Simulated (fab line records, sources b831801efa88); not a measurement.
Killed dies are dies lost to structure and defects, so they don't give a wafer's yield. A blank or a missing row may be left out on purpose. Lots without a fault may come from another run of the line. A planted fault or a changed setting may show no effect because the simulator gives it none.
Which tool did it? | flow sky130 | 12 lots, 36 wafers sampled, at 5 steps of a route of 708

WHAT THE GAUGES READ, wafer by wafer
SKY_GATE_OXIDE_TW_MEAS_14.
lot  | measured     | on            | GATE_OXIDE_TW
L741 | day 14 18:04 | film_metro-02 | 222.0 220.7 221.4
L745 | day 15 14:23 | film_metro-04 | 222.9 222.5 223.5
L746 | day 16 01:05 | film_metro-04 | 214.0 214.2 213.8
L747 | day 16 10:34 | film_metro-01 | 215.3 216.0 214.6
L748 | day 16 17:24 | film_metro-01 | 223.5 223.2 222.8
L753 | day 18 12:22 | film_metro-04 | 220.8 221.1 220.4
L755 | day 19 02:46 | film_metro-04 | 220.2 220.9 221.7
L756 | day 19 18:37 | film_metro-04 | 221.0 221.5 221.4
L757 | day 19 23:55 | film_metro-01 | 220.9 221.3 221.7
L758 | day 20 02:40 | film_metro-04 | 223.1 222.7 221.7
L761 | day 21 04:02 | film_metro-04 | 220.3 220.0 220.2
L762 | day 22 00:00 | film_metro-02 | 219.9 219.4 220.3

SKY_LDD_P_OVL_MEAS_08.
lot  | measured     | on         | LDD_P_OVL (nm)
L741 | day 20 00:31 | overlay-01 | 1.6 1.6 0.1
L745 | day 20 23:32 | overlay-01 | 1.8 1.4 1.0
L746 | day 21 12:22 | overlay-02 | -1.1 -2.3 -0.1
L747 | day 21 21:12 | overlay-02 | -0.4 1.2 -0.5
L748 | day 22 03:45 | overlay-02 | 1.4 0.4 0.0
L753 | day 23 23:15 | overlay-01 | 0.5 -0.8 -0.4
L755 | day 24 10:54 | overlay-01 | -0.9 -0.4 -1.1
L756 | day 25 03:53 | overlay-02 | 0.8 1.6 -1.1
L757 | day 25 15:53 | overlay-02 | 0.6 -1.0 0.7
L758 | day 25 13:09 | overlay-02 | -2.4 -2.6 -0.4
L761 | day 26 12:10 | overlay-01 | 2.2 1.3 1.8
L762 | day 27 05:57 | overlay-01 | 0.4 -0.2 0.3

WHICH TOOL RAN EACH LOT (tool, then ch and the chambers of the sampled wafers, then the start)
lot  | SKY_NWELL_STRIP_14                   | SKY_VT_ADJUST_LVTN_STRIP_09          | SKY_GATE_OXIDE_IMPLANT_11
L741 | plasma_asher-03 ch 0,1, day 5 00:55  | plasma_asher-01 ch 0,1, day 7 15:07  | implanter-01 ch 0, day 14 17:43
L745 | plasma_asher-04 ch 0, day 5 16:37    | plasma_asher-04 ch 0,1, day 8 00:58  | implanter-04 ch 0, day 15 14:01
L746 | plasma_asher-04 ch 0,1, day 6 05:04  | plasma_asher-04 ch 0,1, day 8 16:17  | implanter-01 ch 0, day 16 00:43
L747 | plasma_asher-03 ch 0, day 6 09:52    | plasma_asher-04 ch 0,1, day 9 00:11  | implanter-01 ch 0, day 16 10:13
L748 | plasma_asher-02 ch 0,1, day 6 11:01  | plasma_asher-04 ch 0,1, day 9 00:49  | implanter-02 ch 0, day 16 17:04
L753 | plasma_asher-02 ch 0,1, day 7 16:16  | plasma_asher-04 ch 0,1, day 10 09:43 | implanter-04 ch 0, day 18 12:01
L755 | plasma_asher-04 ch 0,1, day 8 03:22  | plasma_asher-01 ch 0,1, day 10 21:04 | implanter-01 ch 0, day 19 02:25
L756 | plasma_asher-03 ch 0,1, day 8 17:23  | plasma_asher-01 ch 0,1, day 11 12:26 | implanter-04 ch 0, day 19 18:16
L757 | plasma_asher-03 ch 0,1, day 8 18:28  | plasma_asher-04 ch 0,1, day 11 14:46 | implanter-04 ch 0, day 19 23:34
L758 | plasma_asher-04 ch 1, day 8 22:40    | plasma_asher-02 ch 1, day 11 18:07   | implanter-04 ch 0, day 20 02:19
L761 | plasma_asher-03 ch 0, day 9 15:43    | plasma_asher-02 ch 0, day 12 14:37   | implanter-02 ch 0, day 21 03:41
L762 | plasma_asher-02 ch 0,1, day 10 08:28 | plasma_asher-04 ch 0,1, day 13 08:47 | implanter-04 ch 0, day 21 23:40
- SKY_NWELL_STRIP_14: strips in O2/N2.
- SKY_VT_ADJUST_LVTN_STRIP_09: strips in O2/N2.
- SKY_GATE_OXIDE_IMPLANT_11

WHAT THE TOOLS THEMSELVES READ (means of the sampled wafers that have a number; where no wafer has one, the mark that the record gives instead)
SKY_NWELL_STRIP_14.
lot  | tool            | drypump_motor_current_A (A) | n2_flow_sccm (sccm) | oes_product_au (a.u.) | strip_time_to_endpoint_s (s)
L741 | plasma_asher-03 | 5.9                         | 300.5               | 0.722                 | 36.87
L745 | plasma_asher-04 | 5.8                         | 300.0               | 0.723                 | 36.74
L746 | plasma_asher-04 | 5.3                         | 299.9               | 0.723                 | 36.97
L747 | plasma_asher-03 | 6.5                         | 299.7               | 0.721                 | 36.70
L748 | plasma_asher-02 | 5.5                         | 300.5               | 0.723                 | 36.77
L753 | plasma_asher-02 | 5.7                         | 301.3               | 0.719                 | 36.83
L755 | plasma_asher-04 | 5.5                         | 299.5               | 0.725                 | 37.11
L756 | plasma_asher-03 | 5.9                         | 299.9               | 0.725                 | 36.94
L757 | plasma_asher-03 | 5.9                         | 299.3               | 0.719                 | 36.92
L758 | plasma_asher-04 | 5.1                         | 300.9               | 0.726                 | 37.08
L761 | plasma_asher-03 | 6.5                         | 298.8               | 0.720                 | 36.75
L762 | plasma_asher-02 | 5.5                         | 299.9               | 0.726                 | 37.02

SKY_VT_ADJUST_LVTN_STRIP_09.
lot  | tool            | drypump_motor_current_A (A) | n2_flow_sccm (sccm) | oes_product_au (a.u.) | strip_time_to_endpoint_s (s)
L741 | plasma_asher-01 | 6.0                         | 299.8               | 0.727                 | 36.81
L745 | plasma_asher-04 | 5.3                         | 299.0               | 0.722                 | 36.98
L746 | plasma_asher-04 | 5.6                         | 300.5               | 0.722                 | 36.88
L747 | plasma_asher-04 | 5.5                         | 301.4               | 0.725                 | 36.93
L748 | plasma_asher-04 | 5.6                         | 299.9               | 0.730                 | 37.05
L753 | plasma_asher-04 | 5.3                         | 300.2               | 0.727                 | 36.94
L755 | plasma_asher-01 | 6.0                         | 300.7               | 0.728                 | 36.82
L756 | plasma_asher-01 | 6.0                         | 299.2               | 0.722                 | 36.94
L757 | plasma_asher-04 | 5.3                         | 300.8               | 0.725                 | 36.81
L758 | plasma_asher-02 | 5.3                         | 299.8               | 0.722                 | 37.07
L761 | plasma_asher-02 | 5.9                         | 299.6               | 0.718                 | 36.94
L762 | plasma_asher-04 | 5.3                         | 299.6               | 0.722                 | 36.75

SKY_GATE_OXIDE_IMPLANT_11.
lot  | tool         | beam_energy_keV
L741 | implanter-01 | 9.999
L745 | implanter-04 | 9.997
L746 | implanter-01 | 8.528
L747 | implanter-01 | 8.528
L748 | implanter-02 | 10.001
L753 | implanter-04 | 10.001
L755 | implanter-01 | 10.000
L756 | implanter-04 | 9.997
L757 | implanter-04 | 9.997
L758 | implanter-04 | 9.999
L761 | implanter-02 | 10.000
L762 | implanter-04 | 10.003

THE ANSWER, worked out from the rows above alone
Rule: what is usual is taken from the lots themselves. Put in order of their means at a reading, lots are off if they are a third of the lots or fewer, leave a main group of 4 or more, and stand apart from it by a gap of 3 or more times the standard deviation of the main group's means; of several such gaps the widest counts. A main group whose means are all the same, to the digits that the tables above print for the reading, isn't used. A lot without any number at a reading at which 4 lots or more have one is off too. The other lots that the step has rows for count as sound. The gauges are gone through in route order, then the tools' own readings, and for those a lot's mean is taken as printed above. The first step at which some lot is off is used, and at that step the reading that is off furthest; a lot without a number counts as furthest.
Off: L746, L747, at SKY_GATE_OXIDE_TW_MEAS_14 (GATE_OXIDE_TW). The main group: mean 221.4, standard deviation 1.1.
A tool fits if, at a process step before that reading, it ran every lot that is off, and no sound lot after the first of them. The gauges at SKY_GATE_OXIDE_TW_MEAS_14 aren't tried: what is off there is off at SKY_GATE_OXIDE_IMPLANT_11 too, on other tools, and a gauge's error can't cause that. None of those tried fits.

WHAT THE SIMULATOR HAD PUT IN
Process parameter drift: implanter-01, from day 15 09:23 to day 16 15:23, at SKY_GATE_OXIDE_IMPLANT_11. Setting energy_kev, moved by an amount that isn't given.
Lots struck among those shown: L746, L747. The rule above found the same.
